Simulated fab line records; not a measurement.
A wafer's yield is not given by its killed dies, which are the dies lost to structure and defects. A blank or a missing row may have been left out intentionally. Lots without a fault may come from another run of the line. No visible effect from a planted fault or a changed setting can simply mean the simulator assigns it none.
Comparing a struck lot with a sound one :: flow sfqLine :: 21 out of 325 route steps
Sound: these wafers, L575.1, L575.3, L575.4. The struck wafers were L585.1, L585.4, L585.5. Last of all comes the cause.
Per side, at each step with rows, come the tool, then ch with its chambers, and then its first start. Under that, the readings that differ: sound wafers :: struck wafers :: difference of the means :: sigmas: that difference in standard deviations of wafers without a fault.
alike: readings whose means differ by less than 2 such deviations, and words and numbers that are the same on both sides. not compared: withheld readings, readings that some wafer has no value for, bounds like >300 that may hide the same value, and numbers for which the record gives no deviation and whose values overlap.
The two part at a step that has a row with sigmas, a row that says differs or no value, or rows on one side only. When numbers do not overlap yet have no deviation, they are printed without sigmas and do not part them. Lack of a reading on every wafer of one side parts them only where that side has two or more wafers.

SFQ_L0_THK_MEAS_902: measures by xrf.
  struck on filmMetro-02, day 3 19:41; sound on filmMetro-04, day 1 17:41
  alike: L0_MONX_KI_THK
then, 6 steps without rows for these wafers: SFQ_TRILAYER_L0_LITHO_COAT_010 (resist thk 62 nm); SFQ_TRILAYER_L0_LITHO_COAT_005 (resist thk 600 nm); SFQ_TRILAYER_L0_LITHO_SOFTBAKE_009; SFQ_TRILAYER_L0_LITHO_EXPOSE_006 (exposes mask L0, target cd 2000 nm); SFQ_TRILAYER_L0_LITHO_PEB_008 (peb time 60 s); SFQ_TRILAYER_L0_LITHO_DEVELOP_007 (time 60 s).
-- the record jumps here: 3 days lie between the struck wafers' starts before and after --
SFQ_TRILAYER_L0_BARC_OPEN_METAL_ETCH_010: etches BARC in O2, target depth 125 nm, time 41.7 s.
  sound on rieMetal-01 ch 0,1, day 4 17:25; struck on rieMetal-03 ch 0,1, day 6 15:32
  alike: drypumpMotorCurrentA, heBacksideLeakSccm, oesProductAu
  not compared: rfHoursCounterH
SFQ_TRILAYER_L0_ETCH_METAL_ETCH_008: etches MoNx KI in SF6/O2, stops on SiO2, target depth 50 nm, time 25 s.
  sound on rieMetal-01 ch 0,1, day 4 17:28; struck on rieMetal-03 ch 0,1, day 6 15:35
  alike: drypumpMotorCurrentA, heBacksideLeakSccm, oesProductAu
  not compared: rfHoursCounterH
SFQ_TRILAYER_L0_STRIP_STRIP_009: strips in O2.
  sound on rieMetal-01 ch 0,1, day 4 17:31; struck on rieMetal-03 ch 0,1, day 6 15:38
  alike: drypumpMotorCurrentA, heBacksideLeakSccm, oesProductAu
  not compared: rfHoursCounterH
then, 1 step without rows for these wafers: SFQ_TRILAYER_L0_STRIP_SOLV_CLEAN_010 (cleans in NMP, time 600 s).
SFQ_TRILAYER_L0_CAP_PECVD_011: deposits SiO2 from SiH4/N2O, time 13.333 s, target thk 60 nm.
  sound on pecvd-01 ch 1,2, day 4 18:17; struck on pecvd-03 ch 0,1, day 6 16:25
  alike: heaterPowerW, throttleValvePct
SFQ_TRILAYER_L0_VIA_LITHO_COAT_018: resist thk 62 nm.
  sound on lithoTrack-03 ch 0, day 4 18:19; struck on lithoTrack-03 ch 0, day 6 16:26
reading: model.BARC_of_TRILAYER_L0_VIA_LITHO_COAT_018.thkNm (nm)
sound: 62.05 61.88 61.99
struck: 66.33 66.48 66.45
difference: +4.45
sigmas: 
then, 5 steps without rows for these wafers: SFQ_TRILAYER_L0_VIA_LITHO_COAT_013 (resist thk 650 nm); SFQ_TRILAYER_L0_VIA_LITHO_SOFTBAKE_017; SFQ_TRILAYER_L0_VIA_LITHO_EXPOSE_014 (exposes mask L0V, target cd 700 nm); SFQ_TRILAYER_L0_VIA_LITHO_PEB_016 (peb time 60 s); SFQ_TRILAYER_L0_VIA_LITHO_DEVELOP_015 (time 60 s).
-- the record jumps here: 3 days lie between the struck wafers' starts before and after --
SFQ_L0V_OVL_MEAS_903:
  struck on overlay-01, day 9 23:32; sound on overlay-02, day 7 22:47
  alike: L0V_OVL
SFQ_TRILAYER_L0_VIA_BARC_OPEN_VIA_ETCH_021: etches BARC in O2, target depth 125 nm, time 41.7 s.
  sound on rieDiel-01 ch 0,1,3, day 7 22:49; struck on rieDiel-02 ch 1,2,3, day 9 23:34
reading: oesProductAu (a.u.)
sound: 0.687 0.683 0.693
struck: 0.706 0.709 0.710
difference: +0.021
sigmas: +4

reading: model.etch.depthNm (nm)
sound: 62.05 61.88 61.99
struck: 66.33 66.48 66.45
difference: +4.45
sigmas: 
  alike: drypumpMotorCurrentA
  not compared: rfHoursCounterH
SFQ_TRILAYER_L0_VIA_ETCH_VIA_ETCH_016: etches SiO2 in CHF3, stops on MoNx KI, target depth 80 nm.
  sound on rieDiel-01 ch 0,1,3, day 7 22:52; struck on rieDiel-02 ch 1,2,3, day 9 23:37
  alike: drypumpMotorCurrentA, oesProductAu

WHERE THEY PART
Within this record, at SFQ_TRILAYER_L0_VIA_BARC_OPEN_VIA_ETCH_021 only. Later steps at which nothing parts them and some readings are alike: SFQ_TRILAYER_L0_VIA_ETCH_VIA_ETCH_016.

WHY: the cause the simulator had injected
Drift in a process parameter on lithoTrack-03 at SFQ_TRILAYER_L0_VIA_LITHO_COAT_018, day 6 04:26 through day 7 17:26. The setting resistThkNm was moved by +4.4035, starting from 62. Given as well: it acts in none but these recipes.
